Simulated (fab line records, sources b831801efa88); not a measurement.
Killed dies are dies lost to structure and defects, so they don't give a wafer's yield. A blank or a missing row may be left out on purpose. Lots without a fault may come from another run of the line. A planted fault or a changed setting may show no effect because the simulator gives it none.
Which tool did it? | flow sky130 | 12 lots, 36 wafers sampled, at 5 steps of a route of 708

WHAT THE GAUGES READ, wafer by wafer
SKY_CAPM_THK_MEAS_04: measures by xrf.
lot  | measured     | on            | CAPM_TIN_THK (nm)
L075 | day 36 17:08 | film_metro-02 | 200.9 201.9 199.6
L077 | day 37 11:13 | film_metro-01 | 198.9 197.1 198.4
L079 | day 38 03:46 | film_metro-03 | 192.9 194.2 193.2
L082 | day 39 00:16 | film_metro-01 | 199.7 199.9 200.8
L083 | day 39 05:39 | film_metro-02 | 200.3 197.9 195.1
L085 | day 39 23:59 | film_metro-01 | 197.3 196.0 195.3
L087 | day 40 16:34 | film_metro-03 | 197.7 197.6 196.6
L089 | day 41 08:10 | film_metro-03 | 198.7 198.9 199.4
L091 | day 41 15:05 | film_metro-01 | 198.6 197.9 197.6
L093 | day 42 04:00 | film_metro-01 | 198.2 199.8 202.6
L095 | day 42 13:31 | film_metro-01 | 200.6 199.2 198.4
L097 | day 43 03:13 | film_metro-02 | 198.9 198.4 201.6

WHICH TOOL RAN EACH LOT (tool, then ch and the chambers of the sampled wafers, then the start)
lot  | SKY_CONTACT_SPUTTER_23       | SKY_METAL2_SPUTTER_00        | SKY_METAL2_SPUTTER_04        | SKY_METAL3_SPUTTER_03
L075 | pvd_sputter-04, day 31 23:23 | pvd_sputter-02, day 34 08:41 | pvd_sputter-02, day 34 08:47 | pvd_sputter-02, day 36 16:45
L077 | pvd_sputter-04, day 32 17:21 | pvd_sputter-02, day 35 03:12 | pvd_sputter-02, day 35 03:17 | pvd_sputter-02, day 37 10:50
L079 | pvd_sputter-04, day 33 11:04 | pvd_sputter-03, day 35 20:07 | pvd_sputter-03, day 35 20:13 | pvd_sputter-02, day 38 03:22
L082 | pvd_sputter-01, day 34 09:34 | pvd_sputter-03, day 36 17:47 | pvd_sputter-03, day 36 17:53 | pvd_sputter-02, day 38 23:53
L083 | pvd_sputter-01, day 34 14:38 | pvd_sputter-01, day 36 22:34 | pvd_sputter-01, day 36 22:39 | pvd_sputter-02, day 39 05:15
L085 | pvd_sputter-04, day 35 10:46 | pvd_sputter-02, day 37 18:54 | pvd_sputter-02, day 37 18:59 | pvd_sputter-04, day 39 23:36
L087 | pvd_sputter-04, day 36 03:55 | pvd_sputter-01, day 38 11:14 | pvd_sputter-01, day 38 11:19 | pvd_sputter-04, day 40 16:11
L089 | pvd_sputter-02, day 36 20:13 | pvd_sputter-02, day 39 03:26 | pvd_sputter-02, day 39 03:32 | pvd_sputter-02, day 41 07:46
L091 | pvd_sputter-01, day 37 05:22 | pvd_sputter-03, day 39 12:03 | pvd_sputter-03, day 39 12:08 | pvd_sputter-02, day 41 14:41
L093 | pvd_sputter-01, day 37 18:16 | pvd_sputter-03, day 40 00:02 | pvd_sputter-03, day 40 00:08 | pvd_sputter-04, day 42 03:37
L095 | pvd_sputter-01, day 38 03:37 | pvd_sputter-02, day 40 10:07 | pvd_sputter-02, day 40 10:12 | pvd_sputter-02, day 42 13:06
L097 | pvd_sputter-04, day 38 19:50 | pvd_sputter-03, day 41 00:01 | pvd_sputter-03, day 41 00:07 | pvd_sputter-02, day 43 02:50
- SKY_CONTACT_SPUTTER_23: material TiN, target thk 20 nm, time 80 s.
- SKY_METAL2_SPUTTER_00: material Ti, target thk 15 nm, time 10 s.
- SKY_METAL2_SPUTTER_04: material TiN, target thk 70 nm, time 58.3 s.
- SKY_METAL3_SPUTTER_03: material Ti, target thk 5 nm, time 3.3 s.

THE ANSWER, worked out from the rows above alone
Rule: what is usual is taken from the lots themselves. Put in order of their means at a reading, lots are off if they are a third of the lots or fewer, leave a main group of 4 or more, and stand apart from it by a gap of 3 or more times the standard deviation of the main group's means; of several such gaps the widest counts. A main group whose means are all the same, to the digits that the tables above print for the reading, isn't used. A lot without any number at a reading at which 4 lots or more have one is off too. The other lots that the step has rows for count as sound.
No lot is off at any reading shown: from this, nothing can be told.

WHAT THE SIMULATOR HAD PUT IN
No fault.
